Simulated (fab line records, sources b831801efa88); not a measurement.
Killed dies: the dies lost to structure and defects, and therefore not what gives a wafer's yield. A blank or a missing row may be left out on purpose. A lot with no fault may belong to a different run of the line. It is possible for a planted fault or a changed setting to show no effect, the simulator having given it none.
Which tool was responsible? ; flow gf180mcu ; 6 lots with 17 wafers sampled at 3 steps, on a route of 602 steps

WHAT THE GAUGES SHOWED, per wafer
GF_PSD_TW_MEAS_11.
lot;measured;on;PSD_TW
L644;day 15 04:10;film_metro-01;3160 3151 3158
L648;day 16 10:47;film_metro-01;3161 3174 3160
L653;day 18 15:56;film_metro-01;3178 3166 3183
L656;day 19 19:49;film_metro-04;3151 2987
L661;day 21 11:53;film_metro-01;3139 3138 3133
L663;day 22 03:34;film_metro-04;3145 3140 3163

WHICH TOOL RAN EACH LOT (tool, then ch and the chambers of the sampled wafers, then the start)
lot;GF_PSD_IMPLANT_09;GF_PSD_STRIP_10
L644;implanter-03 ch 0, day 15 03:55;plasma_asher-01 ch 0,1, day 15 04:04
L648;implanter-04 ch 0, day 16 10:35;plasma_asher-01 ch 0,1, day 16 10:41
L653;implanter-03 ch 0, day 18 15:43;plasma_asher-01 ch 0,1, day 18 15:50
L656;implanter-03 ch 0, day 19 19:34;plasma_asher-04 ch 0, day 19 19:43
L661;implanter-04 ch 0, day 21 11:38;plasma_asher-01 ch 0, day 21 11:47
L663;implanter-04 ch 0, day 22 03:21;plasma_asher-03 ch 0,1, day 22 03:29
- GF_PSD_IMPLANT_09
- GF_PSD_STRIP_10: strips in O2/N2.

THE ANSWER, worked out from the rows above alone
Rule: the lots themselves supply what counts as usual. Put in order of their means at a reading, lots are off if they are a third of the lots or fewer, leave a main group of 4 or more, and stand apart from it by a gap of 3 or more times the standard deviation of the main group's means; of several such gaps the widest counts. The tables above print the reading to a certain number of digits; a main group whose means all agree to those digits is not used. Also off: a lot with no number at a reading for which 4 or more lots have one. All remaining lots with rows at the step are treated as sound.
Off: L656, at GF_PSD_TW_MEAS_11 (PSD_TW). Mean 3157 and standard deviation 13 in the main group.
A tool fits if, at a process step before that reading, it ran every lot that is off, and no sound lot after the first of them. Those tools and the gauges at GF_PSD_TW_MEAS_11 are tried in the same way. 2 tools fit, implanter-03 at GF_PSD_IMPLANT_09 and plasma_asher-04 at GF_PSD_STRIP_10, so this cannot tell which one it is.

WHAT WAS PUT IN BY THE SIMULATOR
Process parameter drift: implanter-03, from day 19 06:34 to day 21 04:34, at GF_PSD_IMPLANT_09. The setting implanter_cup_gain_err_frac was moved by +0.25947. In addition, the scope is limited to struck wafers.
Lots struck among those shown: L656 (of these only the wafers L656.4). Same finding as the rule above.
